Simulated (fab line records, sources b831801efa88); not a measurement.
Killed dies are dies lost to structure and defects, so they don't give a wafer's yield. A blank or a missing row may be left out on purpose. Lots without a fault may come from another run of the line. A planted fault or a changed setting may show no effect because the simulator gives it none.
A struck lot beside a sound one | flow sky130 | 43 steps out of a route of 708
Sound: wafers L242.2, L242.4, L242.6. Struck: wafer L239.4. (L239.1, L239.6 of the same lot were not struck and are left out.) The cause comes at the end.
At each step with rows: each side's tool, then ch and its chambers, then its first start. Under that, the readings that differ: sound wafers | struck wafers | difference of the means | sigmas: that difference in standard deviations of wafers without a fault.
alike: readings whose means differ by less than 2 such deviations, and words and numbers that are the same on both sides. not compared: withheld readings, readings that some wafer has no value for, bounds like >300 that may hide the same value, and numbers for which the record gives no deviation and whose values overlap.
The two part at a step that has a row with sigmas, a row that says differs or no value, or rows on one side only. Numbers that don't overlap but have no deviation are shown without sigmas and don't part them. A reading that every wafer of one side lacks parts them only if that side has two wafers or more.

SKY_LI_CONTACT_BOW_MEAS_03:
  sound on film_metro-03, day 32 11:04; struck on film_metro-01, day 31 07:10
  reading             | sound    | struck | difference | sigmas
  LI_CONTACT_BOW (um) | 73 67 69 | 48     | -22        | -3
then, 8 steps without rows for these wafers: SKY_LI_CONTACT_DEHYDRATE_04 (time 60 s); SKY_LI_CONTACT_HMDS_05 (prime time 60 s); SKY_LI_CONTACT_COAT_06 (resist thk 60 nm); SKY_LI_CONTACT_COAT_07 (resist thk 450 nm); SKY_LI_CONTACT_SOFTBAKE_08 (time 90 s); SKY_LI_CONTACT_EXPOSE_09 (exposes mask LICM1, target cd 170 nm); SKY_LI_CONTACT_PEB_10; SKY_LI_CONTACT_DEVELOP_11 (develop time 60 s).
SKY_LI_CONTACT_CD_MEAS_12: target cd 170 nm.
  sound on cd_sem-01, day 33 14:07; struck on cd_sem-01, day 32 10:55
  alike: cd_nm
SKY_LI_CONTACT_OVL_MEAS_13:
  sound on overlay-02, day 33 14:14; struck on overlay-01, day 32 11:02
  alike: LI_CONTACT_OVL
then, 1 step without rows for these wafers: SKY_LI_CONTACT_ETCH_14 (etches BARC in N2/H2, stops on SiO2, time 45.9 s, target depth 60 nm).
SKY_LI_CONTACT_ETCH_15: etches PSG in C4F8/O2/Ar, stops on Si, target depth 600 nm.
  sound on rie_diel-03 ch 1,2, day 33 14:18; struck on rie_diel-03 ch 3, day 32 11:07
  alike: chamber_pressure_mTorr, oes_product_au
SKY_LI_CONTACT_STRIP_16: strips in O2/N2.
  sound on plasma_asher-03 ch 0, day 33 14:23; struck on plasma_asher-03 ch 0, day 32 11:12
  alike: chamber_pressure_mTorr, drypump_motor_current_A, oes_product_au, strip_time_to_endpoint_s
  not compared: rf_hours_counter_h
then, 4 steps without rows for these wafers: SKY_LI_CONTACT_CLEAN_17 (cleans in NMP, time 600 s); SKY_LI_CONTACT_PRE_CLEAN_18 (time 5.6 s); SKY_LI_CONTACT_SPUTTER_19 (material Ti, target thk 20 nm, time 106.37 s); SKY_LI_CONTACT_SPUTTER_20 (material TiN, target thk 20 nm, time 80 s).
SKY_LI_CONTACT_CVD_21: deposits W, target thk 400 nm, time 120.56 s.
  sound on cvd_w-02 ch 0, day 33 14:49; struck on cvd_w-02 ch 1, day 32 11:38
  alike: heater_power_w
SKY_LI_CONTACT_RS_MEAS_22: measures by four-point-probe.
  sound on film_metro-02, day 33 14:58; struck on film_metro-03, day 32 11:46
  alike: LI_CONTACT_W_RS
SKY_LI_CONTACT_THK_MEAS_23: measures by xrf.
  sound on film_metro-02, day 33 15:04; struck on film_metro-03, day 32 11:53
  reading               | sound       | struck | difference | sigmas
  LI_CONTACT_W_THK (nm) | 410 412 413 | 392    | -20        | -3
then, 1 step without rows for these wafers: SKY_LI_CONTACT_CMP_24 (polishes, stops on PSG, t overpolish 20 s, target thk 0 nm).
SKY_LOCAL_INTERCONNECT_SPUTTER_00: material TiN, target thk 100 nm, time 83.3 s.
  sound on pvd_sputter-01, day 33 15:38; struck on pvd_sputter-01, day 32 12:14
  alike: throttle_valve_pct
SKY_LOCAL_INTERCONNECT_RS_MEAS_01: measures by four-point-probe.
  sound on film_metro-03, day 33 15:43; struck on film_metro-03, day 32 12:18
  alike: LOCAL_INTERCONNECT_TIN_RS
SKY_LOCAL_INTERCONNECT_THK_MEAS_02: measures by xrf.
  sound on film_metro-03, day 33 15:49; struck on film_metro-03, day 32 12:25
  alike: LOCAL_INTERCONNECT_TIN_THK
then, 8 steps without rows for these wafers: SKY_LOCAL_INTERCONNECT_DEHYDRATE_03 (time 60 s); SKY_LOCAL_INTERCONNECT_HMDS_04 (prime time 60 s); SKY_LOCAL_INTERCONNECT_COAT_05 (resist thk 60 nm); SKY_LOCAL_INTERCONNECT_COAT_06 (resist thk 450 nm); SKY_LOCAL_INTERCONNECT_SOFTBAKE_07 (time 90 s); SKY_LOCAL_INTERCONNECT_EXPOSE_08 (exposes mask LI1M, target cd 170 nm); SKY_LOCAL_INTERCONNECT_PEB_09; SKY_LOCAL_INTERCONNECT_DEVELOP_10 (develop time 60 s).
SKY_LOCAL_INTERCONNECT_CD_MEAS_11: target cd 170 nm.
  sound on cd_sem-01, day 34 17:25; struck on cd_sem-01, day 33 14:37
  alike: cd_nm
SKY_LOCAL_INTERCONNECT_OVL_MEAS_12:
  sound on overlay-02, day 34 17:32; struck on overlay-02, day 33 14:44
  alike: LOCAL_INTERCONNECT_OVL
SKY_LOCAL_INTERCONNECT_ETCH_13: etches BARC in N2/H2, stops on SiO2, time 45.9 s, target depth 60 nm.
  sound on rie_metal-04 ch 0,1, day 34 17:34; struck on rie_metal-04 ch 1, day 33 14:46
  alike: chamber_pressure_mTorr, drypump_motor_current_A, h2_flow_sccm, oes_product_au, throttle_valve_pct
  not compared: rf_hours_counter_h
then, 1 step without rows for these wafers: SKY_LOCAL_INTERCONNECT_METAL_ETCH_14 (etches TiN in Cl2/BCl3, stops on PSG, target depth 110 nm, time 31.4 s).
SKY_LOCAL_INTERCONNECT_STRIP_15: strips in O2/N2.
  sound on plasma_asher-01 ch 0,1, day 34 17:40; struck on plasma_asher-04 ch 1, day 33 14:53
  reading                      | sound             | struck | difference | sigmas
  strip_time_to_endpoint_s (s) | 4.757 4.740 4.724 | 4.686  | -0.054     | -3
  alike: chamber_pressure_mTorr, drypump_motor_current_A, oes_product_au
  not compared: rf_hours_counter_h
then, 4 steps without rows for these wafers: SKY_LOCAL_INTERCONNECT_STRIP_16 (strips in post etch residue remover, time 1200 s); SKY_LOCAL_INTERCONNECT_CLEAN_17 (cleans in IPA, time 180 s); SKY_LOCAL_INTERCONNECT_CLEAN_18 (cleans in O3/DIW); SKY_CONTACT_CVD_00 (deposits Si3N4, target thk 75 nm).
-- the record jumps here: 14 days lie between the struck wafers' starts before and after (it left off in module CONTACT and takes up again in module PAD_OPEN, whose first step shown is number 708 of the route) --
SKY_PAD_OPEN_PROBE_99:
  the record has rows for the struck wafers here (prober-02, day 48 01:32) and none for the sound ones

WHERE THEY PART
First at SKY_LI_CONTACT_BOW_MEAS_03; last, within this record, at SKY_PAD_OPEN_PROBE_99.

WHY: what the simulator had put in
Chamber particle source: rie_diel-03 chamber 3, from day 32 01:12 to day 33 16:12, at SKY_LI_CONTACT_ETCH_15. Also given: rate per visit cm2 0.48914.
